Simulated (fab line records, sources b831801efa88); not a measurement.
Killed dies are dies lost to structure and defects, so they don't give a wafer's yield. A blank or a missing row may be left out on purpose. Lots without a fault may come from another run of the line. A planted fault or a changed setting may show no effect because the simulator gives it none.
Which tool did it? | flow sfq_line | 13 lots, 39 wafers sampled, at 4 steps of a route of 325

WHAT THE GAUGES READ, wafer by wafer
SFQ_I0_OVL_MEAS_908.
lot  | measured     | on         | I0_OVL (nm)
L158 | day 13 11:25 | overlay-02 | -2 10 0
L159 | day 13 13:57 | overlay-01 | 7 3 6
L160 | day 14 02:17 | overlay-02 | 3 4 3
L162 | day 14 14:18 | overlay-02 | -3 -7 -3
L163 | day 14 22:42 | overlay-02 | -1 -5 2
L164 | day 15 03:29 | overlay-01 | -1 0 -7
L169 | day 16 10:43 | overlay-01 | -3 2 2
L173 | day 17 11:17 | overlay-02 | 4 3 4
L176 | day 18 08:25 | overlay-02 | 1 2 2
L177 | day 19 02:51 | overlay-01 | 10 6 6
L179 | day 20 00:15 | overlay-01 | -7 -13 -11
L180 | day 20 02:40 | overlay-01 | 7 -5 -1
L181 | day 20 05:52 | overlay-01 | 3 -3 1

WHICH TOOL RAN EACH LOT (tool, then ch and the chambers of the sampled wafers, then the start)
lot  | SFQ_TRILAYER_L0_STRIP_STRIP_009   | SFQ_TRILAYER_L0_CAP_PECVD_011   | SFQ_TRILAYER_L0_VIA_ETCH_VIA_ETCH_016
L158 | rie_metal-02 ch 0,1, day 4 13:23  | pecvd-02 ch 0,1,2, day 4 14:10  | rie_diel-03 ch 1,2,3, day 8 02:45
L159 | rie_metal-01 ch 0,1, day 4 23:11  | pecvd-02 ch 0,1,2, day 4 23:46  | rie_diel-03 ch 1,2,3, day 8 17:09
L160 | rie_metal-01 ch 0,1, day 5 02:35  | pecvd-03 ch 0,1,2, day 5 03:22  | rie_diel-02 ch 0,2,3, day 8 23:09
L162 | rie_metal-02 ch 0,1, day 5 09:47  | pecvd-03 ch 0,1,2, day 5 10:34  | rie_diel-03 ch 2,3, day 9 10:43
L163 | rie_metal-02 ch 0,1, day 5 14:35  | pecvd-04 ch 1,2, day 5 15:22    | rie_diel-02 ch 0,1,2, day 9 16:43
L164 | rie_metal-02 ch 0,1, day 5 18:11  | pecvd-03 ch 0,1, day 5 18:58    | rie_diel-04 ch 0,2, day 9 20:19
L169 | rie_metal-03 ch 0,1, day 7 00:37  | pecvd-03 ch 0,1,2, day 7 01:12  | rie_diel-02 ch 0,3, day 11 02:58
L173 | rie_metal-03 ch 0,1, day 8 05:11  | pecvd-02 ch 0,1,2, day 8 05:57  | rie_diel-02 ch 0,2, day 12 08:58
L176 | rie_metal-03 ch 0,1, day 9 03:13  | pecvd-02 ch 0,1,2, day 9 03:59  | rie_diel-03 ch 0,2,3, day 13 15:13
L177 | rie_metal-01 ch 0,1, day 9 11:57  | pecvd-02 ch 0,1,2, day 9 12:44  | rie_diel-04 ch 1,2,3, day 14 03:34
L179 | rie_metal-03 ch 0,1, day 9 23:57  | pecvd-03 ch 0,1,2, day 10 00:44 | rie_diel-04 ch 0,2, day 14 15:34
L180 | rie_metal-01 ch 0,1, day 10 03:35 | pecvd-02 ch 0,1, day 10 04:44   | rie_diel-03 ch 0,2,3, day 14 17:58
L181 | rie_metal-02 ch 1, day 10 08:21   | pecvd-02 ch 0,1, day 10 09:08   | rie_diel-02 ch 0,3, day 14 21:34
- SFQ_TRILAYER_L0_STRIP_STRIP_009: strips in O2.
- SFQ_TRILAYER_L0_CAP_PECVD_011: deposits SiO2 from SiH4/N2O, time 13.333 s, target thk 60 nm.
- SFQ_TRILAYER_L0_VIA_ETCH_VIA_ETCH_016: etches SiO2 in CHF3, stops on MoNx KI, target depth 80 nm.

WHAT THE TOOLS THEMSELVES READ (means of the sampled wafers that have a number; where no wafer has one, the mark that the record gives instead)
SFQ_TRILAYER_L0_STRIP_STRIP_009.
lot  | tool         | drypump_motor_current_A (A) | oes_product_au (a.u.)
L158 | rie_metal-02 | 5.3                         | 0.996
L159 | rie_metal-01 | 5.6                         | 0.995
L160 | rie_metal-01 | 5.6                         | 1.004
L162 | rie_metal-02 | 5.2                         | 1.002
L163 | rie_metal-02 | 5.5                         | 0.992
L164 | rie_metal-02 | 5.2                         | 0.996
L169 | rie_metal-03 | 5.2                         | 1.002
L173 | rie_metal-03 | 5.2                         | 1.004
L176 | rie_metal-03 | 5.2                         | 0.996
L177 | rie_metal-01 | 6.1                         | 0.998
L179 | rie_metal-03 | 5.2                         | 0.997
L180 | rie_metal-01 | 5.6                         | 1.015
L181 | rie_metal-02 | 5.7                         | 0.992

SFQ_TRILAYER_L0_CAP_PECVD_011.
lot  | tool     | heater_power_w (W) | throttle_valve_pct (%)
L158 | pecvd-02 | 92                 | 24.3
L159 | pecvd-02 | 91                 | 24.5
L160 | pecvd-03 | 89                 | 25.9
L162 | pecvd-03 | 85                 | 25.8
L163 | pecvd-04 | 79                 | 23.2
L164 | pecvd-03 | 101                | 26.1
L169 | pecvd-03 | 88                 | 25.8
L173 | pecvd-02 | 86                 | 24.4
L176 | pecvd-02 | 90                 | 24.4
L177 | pecvd-02 | 95                 | 24.3
L179 | pecvd-03 | 96                 | 23.1
L180 | pecvd-02 | 90                 | 25.0
L181 | pecvd-02 | 92                 | 24.6

SFQ_TRILAYER_L0_VIA_ETCH_VIA_ETCH_016.
lot  | tool        | drypump_motor_current_A (A) | oes_product_au (a.u.)
L158 | rie_diel-03 | 5.7                         | 0.840
L159 | rie_diel-03 | 5.7                         | 0.846
L160 | rie_diel-02 | 5.7                         | 0.839
L162 | rie_diel-03 | 5.6                         | 0.844
L163 | rie_diel-02 | 5.4                         | 0.853
L164 | rie_diel-04 | 6.1                         | 0.847
L169 | rie_diel-02 | 5.7                         | 0.808
L173 | rie_diel-02 | 5.7                         | 0.842
L176 | rie_diel-03 | 5.6                         | 0.844
L177 | rie_diel-04 | 6.0                         | 0.838
L179 | rie_diel-04 | 6.1                         | 0.843
L180 | rie_diel-03 | 5.6                         | 0.842
L181 | rie_diel-02 | 5.7                         | 0.842

THE ANSWER, worked out from the rows above alone
Rule: what is usual is taken from the lots themselves. Put in order of their means at a reading, lots are off if they are a third of the lots or fewer, leave a main group of 4 or more, and stand apart from it by a gap of 3 or more times the standard deviation of the main group's means; of several such gaps the widest counts. A main group whose means are all the same, to the digits that the tables above print for the reading, isn't used. A lot without any number at a reading at which 4 lots or more have one is off too. The other lots that the step has rows for count as sound. The gauges are gone through in route order, then the tools' own readings, and for those a lot's mean is taken as printed above. The first step at which some lot is off is used, and at that step the reading that is off furthest; a lot without a number counts as furthest.
Off: L169, at SFQ_TRILAYER_L0_VIA_ETCH_VIA_ETCH_016 (oes_product_au). The main group: mean 0.843 a.u., standard deviation 0.0039.
A tool fits if, at that step or a process step before it, it ran every lot that is off, and no sound lot after the first of them. None of those tried fits.

WHAT THE SIMULATOR HAD PUT IN
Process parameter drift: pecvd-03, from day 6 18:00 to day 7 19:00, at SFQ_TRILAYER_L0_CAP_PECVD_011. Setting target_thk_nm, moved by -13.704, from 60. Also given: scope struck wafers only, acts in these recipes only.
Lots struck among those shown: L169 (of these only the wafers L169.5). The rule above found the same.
